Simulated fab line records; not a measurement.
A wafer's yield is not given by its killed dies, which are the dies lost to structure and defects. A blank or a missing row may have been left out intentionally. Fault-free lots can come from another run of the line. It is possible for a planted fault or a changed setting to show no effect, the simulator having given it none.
fab line records | flow sky130
[record] lots = 12 | wafers = 36 | lastDay = 50
route steps=708 shown POLY_GATE@229 LDD_N@244 LDD_P@263 PAD_OPEN@708
lots untouched by any fault: they come from a run of this same line in which no faults occurred
startH: hours from the record's opening day to when the first of the lot's shown wafers began | waitH: hours from the lot's prior step to this one | " same as the row above | L1.1+2: one row covering several wafers at once | - no value present, or no start provided | * or withheld: withheld | < > ~ a bound
route shown NAME@n: a module of which the file shows steps, and the number in the route of the first | usual: mean/standard deviation of fault-free wafers | same: alike in all rows | chamber/n: place in a boat | sites: readings site by site | _std_site: how widely they spread, as a standard deviation | _edge_site: the outer-site mean with the inner-site mean subtracted | radiusMm: how far each site lies from the wafer's centre | mask NAME#n: copy n | behind: the tool/chamber that last shaped the wafer | hold: why the lot went on hold/how many hours it stayed there/how the hold came to an end | device: the transistor (n, p or np) that didn't switch | end of line: the tests these same wafers got at the end of their route | step lacking rows: just its recipe | killed: at the first sort, the dies lost to defects and structure; wafer yield is something else | map: a wafer's dies, x killed, . not, _ none there
set.NAME: the setting as run; set.NAME@STEP: as run at that earlier step | model.NAME: the simulator's own value behind a step, which no gauge read
steps of the route over a sample of lots; a table a step, a row a wafer
services: when a tool's chamber went out of use (startH, in hours from the record's first day, below 0 if earlier), for how many hours, and the reason
[[steps]]
[step SKY_POLY_GATE_ETCH_15]
[recipe] chemistry = N2/H2 | target = BARC | ionEnergyEv = 200 | sourceW = 500 | biasW = 100 | pressureMtorr = 30 | n2FlowSccm = 100 | h2FlowSccm = 200 | stopOn = SiO2 | timeS = 118.5 | targetDepthA = 1100
[usual] drypumpMotorCurrentA = 6.0/0.5 | oesProductAu = 0.716/0.0048 | throttleValvePct = 13.213/0.0092
lot.wafer | tool       | chamber | startH | waitH | drypumpMotorCurrentA | oesProductAu | rfHoursCounterH | throttleValvePct
L740.2    | rieDiel-03 | 2       | 404.69 | 0.0   | 5.7                  | 0.723        | 13              | 13.208
L740.4    | "          | 2       | "      | "     | 5.8                  | 0.716        | -               | 13.199
L740.5    | "          | 1       | "      | "     | 6.3                  | 0.713        | -               | 13.219
L741.1    | rieDiel-03 | 1       | 407.02 | 0.0   | 6.3                  | 0.714        | 4               | 13.204
L741.2    | "          | 0       | "      | "     | 5.3                  | 0.710        | 55              | 13.213
L741.6    | "          | 1       | "      | "     | 6.3                  | 0.715        | -               | 13.219
L746.3    | rieDiel-03 | 0       | 440.98 | 0.0   | 5.3                  | 0.728        | 55              | 13.230
L746.4    | "          | 2       | "      | "     | 5.8                  | 0.715        | 14              | 13.209
L746.6    | "          | 3       | "      | "     | 6.6                  | 0.715        | -               | 13.211
L747.1    | rieDiel-02 | 1       | 441.19 | 0.0   | 6.5                  | 0.719        | 62              | 13.199
L747.2    | "          | 0       | "      | "     | 5.8                  | 0.710        | 1               | 13.202
L747.4    | "          | 2       | "      | "     | 6.2                  | 0.712        | 52              | 13.215
L749.1    | rieDiel-03 | 1       | 468.13 | 0.0   | 6.3                  | 0.723        | 6               | 13.207
L749.5    | "          | 1       | "      | "     | 6.3                  | 0.715        | -               | 13.212
L749.6    | "          | 2       | "      | "     | 5.8                  | 0.716        | -               | 13.217
L751.2    | rieDiel-01 | 2       | 485.54 | 0.0   | 6.1                  | 0.713        | 25              | 13.231
L751.3    | "          | 0       | "      | "     | 5.8                  | 0.719        | 4               | 13.206
L751.6    | "          | 1       | "      | "     | 6.6                  | 0.710        | -               | 13.211
L755.1    | rieDiel-03 | 3       | 523.23 | 0.0   | 6.5                  | 0.717        | 21              | 13.208
L755.3    | "          | 1       | "      | "     | 6.3                  | 0.720        | 7               | 13.232
L755.6    | "          | 0       | "      | "     | 5.3                  | 0.721        | -               | 13.230
L756.3    | rieDiel-01 | 1       | 526.23 | 0.0   | 6.7                  | 0.717        | 27              | 13.217
L756.5    | "          | 3       | "      | "     | 5.1                  | 0.721        | -               | 13.220
L756.6    | "          | 2       | "      | "     | 6.1                  | 0.717        | -               | 13.217
L757.2    | rieDiel-01 | 2       | 535.13 | 0.0   | 6.1                  | 0.722        | 26              | 13.212
L757.5    | "          | 1       | "      | "     | 6.7                  | 0.716        | -               | 13.213
L757.6    | "          | 2       | "      | "     | 6.1                  | 0.725        | -               | 13.222
L759.1    | rieDiel-03 | 1       | 550.74 | 0.0   | 6.3                  | 0.714        | 8               | 13.216
L759.4    | "          | 3       | "      | "     | 6.5                  | 0.718        | 21              | 13.225
L759.5    | "          | 3       | "      | "     | 6.5                  | 0.716        | -               | 13.196
L760.1    | rieDiel-01 | 2       | 554.03 | 0.0   | 6.1                  | 0.717        | 27              | 13.205
L760.5    | "          | 1       | "      | "     | 6.7                  | 0.715        | -               | 13.219
L760.6    | "          | 0       | "      | "     | 5.8                  | 0.719        | -               | 13.206
L762.3    | rieDiel-01 | 1       | 570.38 | 0.0   | 6.7                  | 0.720        | 29              | 13.192
L762.4    | "          | 0       | "      | "     | 5.8                  | 0.713        | 6               | 13.223
L762.5    | "          | 2       | "      | "     | 6.1                  | 0.707        | -               | 13.218
[step SKY_LDD_N_OVL_MEAS_07]
[usual] LDD_N_OVL = 1.1/1.7
lot.wafer | tool       | chamber | startH | waitH | LDD_N_OVL[nm]
L740.2    | overlay-01 | -       | 436.42 | 0.1   | 2.6
L740.4    | "          | -       | "      | "     | 0.9
L740.5    | "          | -       | "      | "     | 0.6
L741.1    | overlay-02 | -       | 438.92 | 0.1   | 1.0
L741.2    | "          | -       | "      | "     | 1.3
L741.6    | "          | -       | "      | "     | 0.9
L746.3    | overlay-02 | -       | 473.79 | 0.1   | 0.4
L746.4    | "          | -       | "      | "     | 0.3
L746.6    | "          | -       | "      | "     | 2.9
L747.1    | overlay-01 | -       | 473.83 | 0.1   | -0.2
L747.2    | "          | -       | "      | "     | 1.5
L747.4    | "          | -       | "      | "     | 0.6
L749.1    | overlay-02 | -       | 501.03 | 0.1   | 0.7
L749.5    | "          | -       | "      | "     | 0.5
L749.6    | "          | -       | "      | "     | 0.7
L751.2    | overlay-02 | -       | 517.28 | 0.1   | 0.6
L751.3    | "          | -       | "      | "     | 2.3
L751.6    | "          | -       | "      | "     | 3.7
L755.1    | overlay-01 | -       | 554.53 | 0.1   | 1.5
L755.3    | "          | -       | "      | "     | 1.1
L755.6    | "          | -       | "      | "     | 2.1
L756.3    | overlay-01 | -       | 557.84 | 0.1   | 4.8
L756.5    | "          | -       | "      | "     | 4.1
L756.6    | "          | -       | "      | "     | 3.2
L757.2    | overlay-02 | -       | 566.84 | 0.1   | -1.3
L757.5    | "          | -       | "      | "     | -1.8
L757.6    | "          | -       | "      | "     | -2.0
L759.1    | overlay-02 | -       | 582.12 | 0.1   | -1.4
L759.4    | "          | -       | "      | "     | 1.5
L759.5    | "          | -       | "      | "     | 0.9
L760.1    | overlay-01 | -       | 584.82 | 0.1   | 1.4
L760.5    | "          | -       | "      | "     | 0.6
L760.6    | "          | -       | "      | "     | 1.1
L762.3    | overlay-01 | -       | 601.48 | 0.1   | 2.5
L762.4    | "          | -       | "      | "     | 2.7
L762.5    | "          | -       | "      | "     | 4.9
[step SKY_LDD_N_IMPLANT_10]
[recipe] species = As | energyKev = 19.79 | doseCm2 = 7.5e+13 | tiltDeg = withheld | rotationDeg = 203
[usual] beamEnergyKeV = 19.791/0.0059 | doseIonsCm2 = 7.497e+13/8.1e+10
lot.wafer | tool         | chamber | startH | waitH | beamEnergyKeV | doseIonsCm2
L740.2    | implanter-03 | 0       | 436.78 | 0.1   | 19.785        | 7.479e+13
L740.4    | "            | 0       | "      | "     | 19.787        | 7.495e+13
L740.5    | "            | 0       | "      | "     | 19.789        | 7.498e+13
L741.1    | implanter-04 | 0       | 439.25 | 0.1   | 19.792        | 7.496e+13
L741.2    | "            | 0       | "      | "     | 19.792        | 7.5e+13
L741.6    | "            | 0       | "      | "     | 19.797        | 7.499e+13
L746.3    | implanter-02 | 0       | 474.16 | 0.1   | 19.808        | 7.501e+13
L746.4    | "            | 0       | "      | "     | 19.783        | 7.497e+13
L746.6    | "            | 0       | "      | "     | 19.800        | 7.499e+13
L746.3    | implanter-02 | 0       | 474.48 | 0.3   | 19.789        | 7.513e+13
L746.4    | "            | 0       | "      | "     | 19.795        | 7.49e+13
L746.6    | "            | 0       | "      | "     | 19.790        | 7.505e+13
L747.1    | implanter-03 | 0       | 474.17 | 0.1   | 19.786        | 7.497e+13
L747.2    | "            | 0       | "      | "     | 19.790        | 7.494e+13
L747.4    | "            | 0       | "      | "     | 19.792        | 7.492e+13
L749.1    | implanter-03 | 0       | 501.36 | 0.1   | 19.786        | 7.509e+13
L749.5    | "            | 0       | "      | "     | 19.788        | 7.503e+13
L749.6    | "            | 0       | "      | "     | 19.794        | 7.502e+13
L749.1    | implanter-03 | 0       | 501.68 | 0.3   | 19.792        | 7.507e+13
L749.5    | "            | 0       | "      | "     | 19.789        | 7.519e+13
L749.6    | "            | 0       | "      | "     | 19.784        | 7.513e+13
L751.2    | implanter-04 | 0       | 517.64 | 0.1   | 19.803        | 7.511e+13
L751.3    | "            | 0       | "      | "     | 19.804        | 7.497e+13
L751.6    | "            | 0       | "      | "     | 19.792        | 7.502e+13
L751.2    | implanter-04 | 0       | 517.95 | 0.3   | 19.786        | 7.496e+13
L751.3    | "            | 0       | "      | "     | 19.782        | 7.484e+13
L751.6    | "            | 0       | "      | "     | 19.793        | 7.492e+13
L755.1    | implanter-02 | 0       | 554.86 | 0.1   | 19.793        | 7.502e+13
L755.3    | "            | 0       | "      | "     | 19.787        | 7.481e+13
L755.6    | "            | 0       | "      | "     | 19.784        | 7.496e+13
L756.3    | implanter-04 | 0       | 558.21 | 0.1   | 19.802        | 7.492e+13
L756.5    | "            | 0       | "      | "     | 19.794        | 7.487e+13
L756.6    | "            | 0       | "      | "     | 19.793        | 7.488e+13
L757.2    | implanter-04 | 0       | 567.19 | 0.1   | 19.796        | 7.485e+13
L757.5    | "            | 0       | "      | "     | 19.802        | 7.488e+13
L757.6    | "            | 0       | "      | "     | 19.800        | 7.495e+13
L759.1    | implanter-04 | 0       | 582.45 | 0.1   | 19.788        | 7.49e+13
L759.4    | "            | 0       | "      | "     | 19.794        | 7.496e+13
L759.5    | "            | 0       | "      | "     | 19.786        | 7.506e+13
L760.1    | implanter-02 | 0       | 585.15 | 0.1   | 19.794        | 7.505e+13
L760.5    | "            | 0       | "      | "     | 19.793        | 7.49e+13
L760.6    | "            | 0       | "      | "     | 19.790        | 7.493e+13
L762.3    | implanter-03 | 0       | 601.85 | 0.1   | 19.789        | 7.503e+13
L762.4    | "            | 0       | "      | "     | 19.800        | 7.489e+13
L762.5    | "            | 0       | "      | "     | 19.787        | 7.495e+13
[step SKY_LDD_N_STRIP_16]
[recipe] chemistry = O2/N2 | powerW = 1400 | pressureMtorr = 1500 | platenTempC = withheld | o2FlowSccm = 3000 | n2FlowSccm = 300 | overashFraction = 0.5
[usual] drypumpMotorCurrentA = 5.7/0.56 | oesProductAu = 0.407/0.0046 | stripTimeToEndpointS = 4.313/0.014
lot.wafer | tool           | chamber | startH | waitH | drypumpMotorCurrentA | oesProductAu | rfHoursCounterH | stripTimeToEndpointS
L740.2    | plasmaAsher-01 | 1       | 437.65 | 0.1   | 6.1                  | 0.405        | 75              | 4.312
L740.4    | "              | 1       | "      | "     | 6.1                  | 0.415        | -               | 4.317
L740.5    | "              | 0       | "      | "     | 6.3                  | 0.406        | -               | 4.305
L741.1    | plasmaAsher-01 | 0       | 440.15 | 0.1   | 6.3                  | 0.405        | 75              | 4.316
L741.2    | "              | 1       | "      | "     | 6.1                  | 0.406        | 75              | 4.316
L741.6    | "              | 1       | "      | "     | 6.1                  | 0.405        | -               | 4.336
L747.1    | plasmaAsher-02 | 0       | 475.07 | 0.1   | 5.5                  | 0.399        | 63              | 4.303
L747.2    | "              | 1       | "      | "     | 4.7                  | 0.402        | 63              | 4.301
L747.4    | "              | 1       | "      | "     | 4.7                  | 0.406        | -               | 4.304
L746.3    | plasmaAsher-03 | 0       | 475.40 | 0.1   | 6.2                  | 0.400        | -               | 4.516
L746.4    | "              | 1       | "      | "     | 5.3                  | 0.410        | -               | 4.514
L746.6    | "              | 1       | "      | "     | 5.3                  | 0.411        | -               | 4.512
L749.1    | plasmaAsher-03 | 0       | 502.58 | 0.1   | 6.2                  | 0.400        | 39              | 4.553
L749.5    | "              | 1       | "      | "     | 5.3                  | 0.410        | -               | 4.549
L749.6    | "              | 0       | "      | "     | 6.2                  | 0.405        | -               | 4.543
L751.2    | plasmaAsher-01 | 0       | 518.83 | 0.1   | 6.3                  | 0.406        | 83              | 4.510
L751.3    | "              | 0       | "      | "     | 6.3                  | 0.408        | -               | 4.501
L751.6    | "              | 0       | "      | "     | 6.3                  | 0.407        | -               | 4.498
L755.1    | plasmaAsher-03 | 1       | 555.76 | 0.1   | 5.3                  | 0.409        | 44              | 4.302
L755.3    | "              | 0       | "      | "     | 6.2                  | 0.406        | -               | 4.294
L755.6    | "              | 1       | "      | "     | 5.3                  | 0.405        | -               | 4.282
L756.3    | plasmaAsher-02 | 1       | 559.10 | 0.1   | 4.7                  | 0.405        | -               | 4.314
L756.5    | "              | 1       | "      | "     | 4.7                  | 0.403        | -               | 4.306
L756.6    | "              | 0       | "      | "     | 5.4                  | 0.410        | -               | 4.302
L757.2    | plasmaAsher-01 | 0       | 568.07 | 0.1   | 6.3                  | 0.404        | 88              | 4.296
L757.5    | "              | 1       | "      | "     | 6.1                  | 0.408        | -               | 4.299
L757.6    | "              | 0       | "      | "     | 6.3                  | 0.411        | -               | 4.318
L759.1    | plasmaAsher-01 | 0       | 583.35 | 0.1   | 6.3                  | 0.402        | 90              | 4.316
L759.4    | "              | 1       | "      | "     | 6.1                  | 0.408        | -               | 4.316
L759.5    | "              | 0       | "      | "     | 6.3                  | 0.408        | -               | 4.300
L760.1    | plasmaAsher-03 | 1       | 586.05 | 0.1   | 5.4                  | 0.411        | 48              | 4.336
L760.5    | "              | 0       | "      | "     | 6.2                  | 0.402        | -               | 4.329
L760.6    | "              | 1       | "      | "     | 5.4                  | 0.408        | -               | 4.320
L762.3    | plasmaAsher-02 | 1       | 602.73 | 0.1   | 4.8                  | 0.409        | -               | 4.327
L762.4    | "              | 0       | "      | "     | 5.5                  | 0.401        | -               | 4.313
L762.5    | "              | 0       | "      | "     | 5.5                  | 0.406        | -               | 4.324
[step SKY_LDD_N_TW_MEAS_17]
[usual] LDD_N_TW = 2567/25
lot.wafer | tool         | chamber | startH | waitH | LDD_N_TW
L740.2    | filmMetro-02 | -       | 437.76 | 0.1   | 2564
L740.4    | "            | -       | "      | "     | 2560
L740.5    | "            | -       | "      | "     | 2572
L741.1    | filmMetro-01 | -       | 440.25 | 0.1   | 2546
L741.2    | "            | -       | "      | "     | 2546
L741.6    | "            | -       | "      | "     | 2551
L747.1    | filmMetro-01 | -       | 475.17 | 0.1   | 2555
L747.2    | "            | -       | "      | "     | 2547
L747.4    | "            | -       | "      | "     | 2544
L746.3    | filmMetro-03 | -       | 475.56 | 0.1   | 2706
L746.4    | "            | -       | "      | "     | 2703
L746.6    | "            | -       | "      | "     | 2708
L749.1    | filmMetro-01 | -       | 502.68 | 0.1   | 2657
L749.5    | "            | -       | "      | "     | 2664
L749.6    | "            | -       | "      | "     | 2648
L751.2    | filmMetro-03 | -       | 518.94 | 0.1   | 2701
L751.3    | "            | -       | "      | "     | 2721
L751.6    | "            | -       | "      | "     | 2730
L755.1    | filmMetro-01 | -       | 555.86 | 0.1   | 2555
L755.3    | "            | -       | "      | "     | 2549
L755.6    | "            | -       | "      | "     | 2546
L756.3    | filmMetro-03 | -       | 559.18 | 0.1   | 2603
L756.5    | "            | -       | "      | "     | 2585
L756.6    | "            | -       | "      | "     | 2588
L757.2    | filmMetro-01 | -       | 568.18 | 0.1   | 2556
L757.5    | "            | -       | "      | "     | 2545
L757.6    | "            | -       | "      | "     | 2560
L759.1    | filmMetro-01 | -       | 583.45 | 0.1   | 2552
L759.4    | "            | -       | "      | "     | 2547
L759.5    | "            | -       | "      | "     | 2548
L760.1    | filmMetro-01 | -       | 586.15 | 0.1   | 2566
L760.5    | "            | -       | "      | "     | 2546
L760.6    | "            | -       | "      | "     | 2539
L762.3    | filmMetro-03 | -       | 602.82 | 0.1   | 2585
L762.4    | "            | -       | "      | "     | 2568
L762.5    | "            | -       | "      | "     | 2606
[step SKY_LDD_P_OVL_MEAS_08]
[usual] LDD_P_OVL = -1.4/1.5
lot.wafer | tool       | chamber | startH | waitH | LDD_P_OVL[nm]
L740.2    | overlay-01 | -       | 468.40 | 0.1   | -0.1
L740.4    | "          | -       | "      | "     | -1.4
L740.5    | "          | -       | "      | "     | 0.0
L741.1    | overlay-02 | -       | 471.40 | 0.1   | -3.0
L741.2    | "          | -       | "      | "     | -3.3
L741.6    | "          | -       | "      | "     | -2.9
L746.3    | overlay-02 | -       | 505.56 | 0.1   | -2.3
L746.4    | "          | -       | "      | "     | -3.0
L746.6    | "          | -       | "      | "     | -1.4
L747.1    | overlay-01 | -       | 506.19 | 0.1   | 1.8
L747.2    | "          | -       | "      | "     | -0.9
L747.4    | "          | -       | "      | "     | 1.6
L749.1    | overlay-02 | -       | 532.84 | 0.1   | -0.4
L749.5    | "          | -       | "      | "     | -1.8
L749.6    | "          | -       | "      | "     | -0.3
L751.2    | overlay-01 | -       | 548.54 | 0.1   | -1.3
L751.3    | "          | -       | "      | "     | 0.1
L751.6    | "          | -       | "      | "     | -1.1
L755.1    | overlay-02 | -       | 584.64 | 0.1   | -2.0
L755.3    | "          | -       | "      | "     | -1.7
L755.6    | "          | -       | "      | "     | -1.2
L756.3    | overlay-01 | -       | 588.35 | 0.1   | -1.9
L756.5    | "          | -       | "      | "     | 0.1
L756.6    | "          | -       | "      | "     | -1.0
L757.2    | overlay-02 | -       | 597.69 | 0.1   | -1.3
L757.5    | "          | -       | "      | "     | -4.1
L757.6    | "          | -       | "      | "     | -0.9
L759.1    | overlay-01 | -       | 612.45 | 0.1   | -0.8
L759.4    | "          | -       | "      | "     | 1.0
L759.5    | "          | -       | "      | "     | 0.5
L760.1    | overlay-02 | -       | 614.90 | 0.1   | -2.2
L760.5    | "          | -       | "      | "     | -2.7
L760.6    | "          | -       | "      | "     | -3.2
L762.3    | overlay-01 | -       | 631.20 | 0.1   | -0.9
L762.4    | "          | -       | "      | "     | 0.5
L762.5    | "          | -       | "      | "     | 1.3
[step SKY_PAD_OPEN_PROBE_99]
[usual] defectLimitedYield = 82.9/1.8 | killed_at_M0_to_M3 = 42/7.2 | killed_at_M4_up = 3.2/1.8 | killedAtContacts = 24/5.4 | killedAtFrontEnd = 15/4 | killedAtOther = 0.3/0.59 | killedDies = 84/9 | killedOpen = 46/7.1 | killedShort = 38/6 | sort_bin_3_pad_short = 0.8/0.41 | sort_bin_5_function = 10.1/1.3 | sort_bin_6_memory = 6.3/1.2 | sortNPass = 408/9 | sortYieldPct = 82.9/1.8
[same] grossDies = 492 | killedAtBackSide = 0 | sort_bin_4_leakage[%] = 0 | sort_bin_8_speed[%] = 0
lot.wafer | tool      | chamber | startH  | waitH | defectLimitedYield[%] | killed_at_M0_to_M3 | killed_at_M4_up | killedAtContacts | killedAtFrontEnd | killedAtOther | killedDies | killedOpen | killedShort | sort_bin_3_pad_short[%] | sort_bin_5_function[%] | sort_bin_6_memory[%] | sortNPass | sortYieldPct[%]
L759.1    | prober-01 | -       | 1185.72 | 0.1   | 81.1                  | 60                 | 0               | 20               | 13               | 0             | 93         | 58         | 35          | 0.8                     | 9.6                    | 8.5                  | 399       | 81.1
L759.4    | prober-01 | -       | 1185.87 | 0.2   | 82.9                  | 51                 | 4               | 22               | 7                | 0             | 84         | 51         | 33          | 0.4                     | 11.2                   | 5.5                  | 408       | 82.9
L759.5    | prober-01 | -       | 1185.92 | 0.2   | 81.1                  | 45                 | 1               | 30               | 17               | 0             | 93         | 48         | 45          | 1.2                     | 8.1                    | 9.6                  | 399       | 81.1
// killed by level:class
L759.1 VIA2:geometricParticle:open=13 VIA1:geometricParticle:open=11 CONTACT:geometricParticle:open=10 VIA3:geometricParticle:open=7 VIA1:geometricParticle:short=6 VIA2:geometricParticle:short=6 LI_CONTACT:geometricParticle:open=5 METAL1:geometricParticle:short=5
L759.4 VIA1:geometricParticle:open=12 CONTACT:geometricParticle:open=11 VIA2:geometricParticle:open=10 VIA1:geometricParticle:short=8 VIA3:geometricParticle:short=5 LOCAL_INTERCONNECT:geometricParticle:short=5 VIA2:geometricParticle:short=5 LI_CONTACT:geometricParticle:open=3
L759.5 CONTACT:geometricParticle:open=9 LOCAL_INTERCONNECT:geometricParticle:short=8 METAL1:geometricParticle:short=7 LI_CONTACT:geometricParticle:open=7 VIA2:geometricParticle:open=7 VIA3:geometricParticle:open=7 VIA1:geometricParticle:open=6 METAL2:geometricParticle:short=5
[[services]]
tool           | chamber | startH | hours | kind
rieDiel-02     | 0       | 382.69 | -     | clean
rieDiel-02     | 0       | 382.69 | 11.2  | scheduledDown
rieDiel-02     | 0       | 382.69 | 11.2  | ventCycle
rieDiel-03     | 3       | 384.66 | 26.9  | repair
implanter-04   | -       | 390.46 | 15.8  | pm
rieDiel-03     | 0       | 390.85 | 1.3   | repair
implanter-03   | -       | 401.84 | 0.5   | repair
plasmaAsher-02 | -       | 410.71 | 7.8   | repair
implanter-04   | -       | 427.44 | 2.9   | repair
plasmaAsher-02 | -       | 436.89 | 1.4   | repair
plasmaAsher-02 | -       | 442.14 | 8.7   | repair
implanter-04   | -       | 449.69 | 5.3   | repair
plasmaAsher-02 | -       | 453.70 | 1.1   | repair
rieDiel-02     | 3       | 463.61 | 45.6  | repair
rieDiel-01     | -       | 464.14 | 0.2   | repair
rieDiel-02     | 1       | 500.95 | 7.3   | repair
plasmaAsher-01 | -       | 501.71 | 4.3   | pm
implanter-03   | -       | 504.95 | 4.0   | pm
implanter-04   | -       | 519.94 | 2.8   | repair
rieDiel-02     | 3       | 526.40 | 6.2   | repair
implanter-02   | -       | 546.93 | 1.2   | repair
rieDiel-01     | 2       | 560.15 | 4.3   | repair
implanter-03   | -       | 592.37 | 4.9   | repair
implanter-04   | -       | 601.94 | 0.8   | repair
[[key]]
[firstSign] step = SKY_LDD_N_IMPLANT_10 | reading = visit | direction = added
[effect] step = SKY_LDD_N_STRIP_16 | reading = stripTimeToEndpointS | direction = up | sigmas = 14 | usual = * | struck = *
[effect] step = SKY_LDD_N_TW_MEAS_17 | reading = LDD_N_TW | direction = up | sigmas = 5 | usual = 2567 | struck = 2693
metAt SKY_LDD_N_IMPLANT_10
struckLots L746,L749,L751
rowsEnd L746.3,L746.4,L746.6,L749.1,L749.5,L749.6,L751.2,L751.3,L751.6
notActingAt SKY_POLY_GATE_ETCH_15,SKY_LDD_N_OVL_MEAS_07,SKY_LDD_P_OVL_MEAS_08
[fault] kind = repeatedStepWhole | tool = implanter-02,implanter-03,implanter-04 | chamber = - | onsetH = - | steps = SKY_LDD_N_IMPLANT_10 | times = 1 | scope = struckLotsOnly
// rowsEnd: these wafers met a further fault down the route, and their rows from its step on are left out
